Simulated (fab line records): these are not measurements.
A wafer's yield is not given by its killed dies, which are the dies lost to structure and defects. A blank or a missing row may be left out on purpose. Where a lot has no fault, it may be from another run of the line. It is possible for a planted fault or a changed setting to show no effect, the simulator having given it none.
Which tool was responsible? + flow gf180mcu + Sampling: 6 lots, 18 wafers, 4 of 602 route steps

WHAT EACH GAUGE READ, for each wafer
GF_PASSIVATION_BOW_MEAS_14.
| lot  | measured     | on            | PASSIVATION_BOW (um) |
|------|--------------|---------------|----------------------|
| L393 | day 29 06:20 | film-metro-01 | 140 137 130          |
| L396 | day 30 07:13 | film-metro-01 | 116 110 139          |
| L400 | day 31 13:27 | film-metro-03 | 127 138 125          |
| L405 | day 32 20:14 | film-metro-01 | 136 136 137          |
| L408 | day 33 12:47 | film-metro-03 | 143 138 142          |
| L410 | day 33 19:06 | film-metro-04 | 135 127 140          |

EACH LOT AND THE TOOL THAT RAN IT (in order: tool; ch and the chambers of the sampled wafers; start)
| lot  | GF_MIM_SPUTTER_04            | GF_V5_ETCH_17                      | GF_TOP_METAL_SPUTTER_04      |
|------|------------------------------|------------------------------------|------------------------------|
| L393 | pvd-sputter-03, day 24 17:07 | rie-diel-01 ch 0,2,3, day 27 09:00 | pvd-sputter-02, day 27 10:49 |
| L396 | pvd-sputter-03, day 25 22:05 | rie-diel-01 ch 0,1,2, day 28 12:00 | pvd-sputter-02, day 28 14:02 |
| L400 | pvd-sputter-02, day 27 09:35 | rie-diel-01 ch 2,3, day 29 20:00   | pvd-sputter-03, day 29 22:29 |
| L405 | pvd-sputter-03, day 28 22:14 | rie-diel-01 ch 0,1,2, day 31 06:00 | pvd-sputter-04, day 31 07:53 |
| L408 | pvd-sputter-02, day 29 16:11 | rie-diel-01 ch 0,1,2, day 31 23:00 | pvd-sputter-02, day 32 00:50 |
| L410 | pvd-sputter-03, day 29 23:25 | rie-diel-03 ch 0,3, day 32 06:00   | pvd-sputter-03, day 32 08:15 |
- GF_MIM_SPUTTER_04: material TiN, target thk 50 nm, time 41.7 s.
- GF_V5_ETCH_17: etches SiO2 in C4F8/O2/Ar, stops on TiN, target depth 855 nm.
- GF_TOP_METAL_SPUTTER_04: material TiN, target thk 25 nm, time 20.8 s.

THE ANSWER, worked out from the rows above alone
Rule: usual is defined by the lots themselves. Put in order of their means at a reading, lots are off if they are a third of the lots or fewer, leave a main group of 4 or more, and stand apart from it by a gap of 3 or more times the standard deviation of the main group's means; of several such gaps the widest counts. If all means in a main group match to the digits the tables above print for the reading, that group is not used. Also off: a lot with no number at a reading for which 4 or more lots have one. All remaining lots with rows at the step are treated as sound.
No lot is off at any reading shown: from this, nothing can be told.

WHAT THE SIMULATOR PUT IN
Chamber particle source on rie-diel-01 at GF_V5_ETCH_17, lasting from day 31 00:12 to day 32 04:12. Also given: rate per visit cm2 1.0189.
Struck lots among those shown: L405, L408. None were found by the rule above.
